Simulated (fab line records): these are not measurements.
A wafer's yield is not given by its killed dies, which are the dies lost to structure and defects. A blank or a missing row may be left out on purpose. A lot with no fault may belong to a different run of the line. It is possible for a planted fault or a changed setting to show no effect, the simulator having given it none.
Matching of chambers :: flow sfqLine :: SFQ_TRILAYER_I0_CMP_CMP_028 on cmp-01 has 4 sister chambers
The step polishes SiO2. 8 wafers are shown with their chamber, then 8 later ones without.

== WAFERS PAIRED WITH THEIR CHAMBERS ==
wafer: L353.1
chamber: 0
motorCurrentA (A): 10.6
timeToEndpointS (s): 217

wafer: L353.5
chamber: 0
motorCurrentA (A): 11.0
timeToEndpointS (s): 208

wafer: L354.1
chamber: 3
motorCurrentA (A): 10.0
timeToEndpointS (s): 221

wafer: L354.2
chamber: 2
motorCurrentA (A): 9.4
timeToEndpointS (s): 216

wafer: L356.1
chamber: 2
motorCurrentA (A): 9.8
timeToEndpointS (s): 219

wafer: L356.4
chamber: 1
motorCurrentA (A): 10.6
timeToEndpointS (s): 221

wafer: L356.5
chamber: 1
motorCurrentA (A): 10.4
timeToEndpointS (s): 232

wafer: L357.1
chamber: 3
motorCurrentA (A): 10.2
timeToEndpointS (s): 215

== WAFERS WITHOUT THEIR CHAMBER ==
wafer: L357.2
motorCurrentA (A): 10.7
timeToEndpointS (s): 202

wafer: L357.6
motorCurrentA (A): 10.3
timeToEndpointS (s): 217

wafer: L362.2
motorCurrentA (A): 10.4
timeToEndpointS (s): 210

wafer: L362.3
motorCurrentA (A): 10.6
timeToEndpointS (s): 219

wafer: L362.4
motorCurrentA (A): 9.8
timeToEndpointS (s): 213

wafer: L363.1
motorCurrentA (A): 10.6
timeToEndpointS (s): 210

wafer: L363.2
motorCurrentA (A): 9.8
timeToEndpointS (s): 214

wafer: L363.3
motorCurrentA (A): 9.9
timeToEndpointS (s): 220

== THE CHAMBER EACH PASSED THROUGH ==
wafer: L357.2
from the rows above: can't be placed: 0 or 3
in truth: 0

wafer: L357.6
from the rows above: can't be placed: 3 or 1 or 0
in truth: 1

wafer: L362.2
from the rows above: can't be placed: 0 or 3 or 1 or 2
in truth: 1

wafer: L362.3
from the rows above: can't be placed: 1 or 0 or 3
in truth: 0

wafer: L362.4
from the rows above: can't be placed: 2 or 3
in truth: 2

wafer: L363.1
from the rows above: can't be placed: 0 or 3
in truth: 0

wafer: L363.2
from the rows above: can't be placed: 2 or 3
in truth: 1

wafer: L363.3
from the rows above: can't be placed: 3 or 2 or 1
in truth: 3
Placed correctly: 0 of 8. From these rows, 8 cannot be placed; in 7 the true chamber is one of the candidates. Number placed wrongly: 0.
How it was worked out, from the rows above alone: a wafer's distance from a chamber is the root of the sum, over the readings, of the square of ((its reading less the chamber's mean) divided by the reading's scatter). If the next closest chamber is less than 2 further off than the closest, the wafer can't be placed; otherwise it belongs to the closest. Each chamber's mean is taken over the wafers shown for it. How the scatter is found: for the shown wafers, subtract from each reading the mean of its chamber, square and add these, divide the total by (wafers less chambers), then take the root.
